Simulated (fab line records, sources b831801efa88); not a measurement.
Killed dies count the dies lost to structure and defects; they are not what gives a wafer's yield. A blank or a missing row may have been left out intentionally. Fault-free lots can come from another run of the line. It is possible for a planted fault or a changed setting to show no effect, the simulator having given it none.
Check of tool commonality | flow sky130 | Sample size 10 lots and 33 wafers

== WHY THIS WAS OPENED ==
1 of 10 lots carry a flag on the reading SPACER_CVD_00_THK at SKY_SPACER_THK_MEAS_01. No-fault wafers: 42.9 nm, standard deviation 0.38.
Rule: a lot is flagged in two cases, either no wafer of it has a number, or all its wafers with numbers fall more than 4 standard deviations from that mean. The rest of the lots are taken to be sound.

lot  | measured     | on           | SPACER_CVD_00_THK (nm), wafer by wafer | flag
L565 | day 24 08:57 | filmMetro-02 | 43.0 43.1 42.7                         | 
L566 | day 24 18:08 | filmMetro-02 | 42.6 42.8 42.5                         | 
L567 | day 24 22:20 | filmMetro-01 | 42.6 42.2 43.2                         | 
L568 | day 25 12:30 | filmMetro-02 | 43.2 43.7 43.0                         | 
L570 | day 26 01:38 | filmMetro-02 | 42.4 42.0 41.9                         | 
L571 | day 26 07:01 | filmMetro-01 | 42.8 43.2 42.6                         | 
L574 | day 27 06:17 | filmMetro-01 | 43.8 43.4 43.4                         | 
L580 | day 29 08:11 | filmMetro-03 | 31.9 32.0 31.9 31.8 32.0 31.9          | FLAGGED
L582 | day 30 00:21 | filmMetro-02 | 43.0 43.3 43.4                         | 
L584 | day 30 15:22 | filmMetro-03 | 42.6 42.4 42.6                         | 
On average the flagged lots' numbers are 31.9 nm, which is -11.0 nm against the usual, or -29 standard deviations.

== WHICH TOOL RAN EACH LOT ==
The record holds 1 process step before the reading, out of a route of 708 steps. Read each cell as the tool, then ch plus the chambers that the sampled wafers visited, then the start.
lot  | flag    | SKY_SPACER_CVD_00
L565 |         | lpcvd-02 ch 1, day 24 07:44
L566 |         | lpcvd-02 ch 1, day 24 16:19
L567 |         | lpcvd-02 ch 1, day 24 20:31
L568 |         | lpcvd-02 ch 1, day 25 11:17
L570 |         | lpcvd-02 ch 1, day 26 00:26
L571 |         | lpcvd-02 ch 0, day 26 05:47
L574 |         | lpcvd-02 ch 1, day 27 05:05
L580 | FLAGGED | lpcvd-02 ch 0, day 29 06:22
L582 |         | lpcvd-02 ch 1, day 29 23:09
L584 |         | lpcvd-02 ch 1, day 30 14:08
What these steps do:
- SKY_SPACER_CVD_00: deposits Si3N4 from DCS/NH3, target thk 43.1 nm, time 740 s.
- SKY_SPACER_THK_MEAS_01

== FLAGGED OVER TOTAL, TOOL BY TOOL (the gauges that took the reading come last) ==
step                   | tool         | lots run | flagged | share of the flagged lots | sound lots run after its first flagged lot
SKY_SPACER_CVD_00      | lpcvd-02     | 10       | 1       | all                       | 2 (L582,L584)
SKY_SPACER_THK_MEAS_01 | filmMetro-01 | 3        | 0       | none                      | -
SKY_SPACER_THK_MEAS_01 | filmMetro-02 | 5        | 0       | none                      | -
SKY_SPACER_THK_MEAS_01 | filmMetro-03 | 2        | 1       | all                       | 1 (L584)

== WHAT IS ALLOWED BY THE TABLE ==
Rows of the table that ran all the flagged lots, 2 in number: lpcvd-02 at SKY_SPACER_CVD_00; filmMetro-03 at SKY_SPACER_THK_MEAS_01.
- lpcvd-02 at SKY_SPACER_CVD_00 ran 10 lots, 1 of them flagged. Lots that were sound ran on it after the first flagged one (L582, L584); a persistent fault on the entire tool would not allow that. Its own readings (spikeTcBottomC, spikeTcCentreC, spikeTcLowerC, spikeTcTopC, spikeTcUpperC, susceptorTempC) fall more than 4 standard deviations out on all wafers of the flagged lots.
- filmMetro-03 at SKY_SPACER_THK_MEAS_01 ran 2 lots, 1 of them flagged. Lots that were sound ran on it after the first flagged one (L584); a persistent fault on the entire tool would not allow that.
None of the table's rows ran every flagged lot and, after the first, no sound lot.

== WHAT THE SIMULATOR HAD PUT IN ==
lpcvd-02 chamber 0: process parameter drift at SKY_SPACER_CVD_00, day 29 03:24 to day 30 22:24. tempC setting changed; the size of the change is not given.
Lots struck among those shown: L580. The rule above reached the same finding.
